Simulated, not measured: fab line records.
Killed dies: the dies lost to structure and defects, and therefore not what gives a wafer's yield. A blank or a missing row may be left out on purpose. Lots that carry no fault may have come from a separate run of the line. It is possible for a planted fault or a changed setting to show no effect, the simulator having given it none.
Which of the tools did it? -- flow gf180mcu -- 21 wafers from 7 lots sampled at 2 of the route's 602 steps

## WHAT THE GAUGES SHOWED, per wafer
GF_VT_IMPLANT_RS_MEAS_48: uses a four-point probe to measure.
lot,measured,on,LVPWELL_RS (ohm/sq)
L309,day 8 17:54,film_metro-04,1194.9 1196.0 1194.2
L311,day 9 07:19,film_metro-03,1193.7 1192.6 1195.0
L315,day 10 10:52,film_metro-04,1193.9 1192.8 1193.9
L317,day 11 01:50,film_metro-03,1200.5 1198.0 1196.8
L319,day 11 15:20,film_metro-02,1199.9 1193.4 1195.6
L327,day 13 18:20,film_metro-02,1218.9 1218.9 1219.5
L331,day 14 22:23,film_metro-04,1194.4 1196.8 1198.8

## WHICH TOOL RAN EACH LOT (tool, then ch and the chambers of the sampled wafers, then the start)
lot,GF_LVPWELL_IMPLANT_09
L309,"implanter-03 ch 0, day 4 09:33"
L311,"implanter-02 ch 0, day 4 20:52"
L315,"implanter-03 ch 0, day 5 19:11"
L317,"implanter-03 ch 0, day 6 07:19"
L319,"implanter-02 ch 0, day 6 16:37"
L327,"implanter-01 ch 0, day 8 14:56"
L331,"implanter-02 ch 0, day 9 14:28"
- GF_LVPWELL_IMPLANT_09

## THE ANSWER, worked out from the rows above alone
Rule: the usual values come from the lots themselves. Put in order of their means at a reading, lots are off if they are a third of the lots or fewer, leave a main group of 4 or more, and stand apart from it by a gap of 3 or more times the standard deviation of the main group's means; of several such gaps the widest counts. Not used: any main group whose means are identical at the precision the tables above print for the reading. A lot without any number at a reading at which 4 lots or more have one is off too. The other lots that the step has rows for count as sound.
Off: at GF_VT_IMPLANT_RS_MEAS_48 (LVPWELL_RS), L327. Mean 1195.6 ohm/sq and standard deviation 1.7 in the main group.
If a tool, at a process step before that reading, ran all the lots that are off and no sound lot after the first of them, it fits. The gauges at GF_VT_IMPLANT_RS_MEAS_48 are tried like those tools. 2 tools fit, implanter-01 at GF_LVPWELL_IMPLANT_09 and film_metro-02 at GF_VT_IMPLANT_RS_MEAS_48, so this cannot tell which one it is.

## WHAT WAS PUT IN BY THE SIMULATOR
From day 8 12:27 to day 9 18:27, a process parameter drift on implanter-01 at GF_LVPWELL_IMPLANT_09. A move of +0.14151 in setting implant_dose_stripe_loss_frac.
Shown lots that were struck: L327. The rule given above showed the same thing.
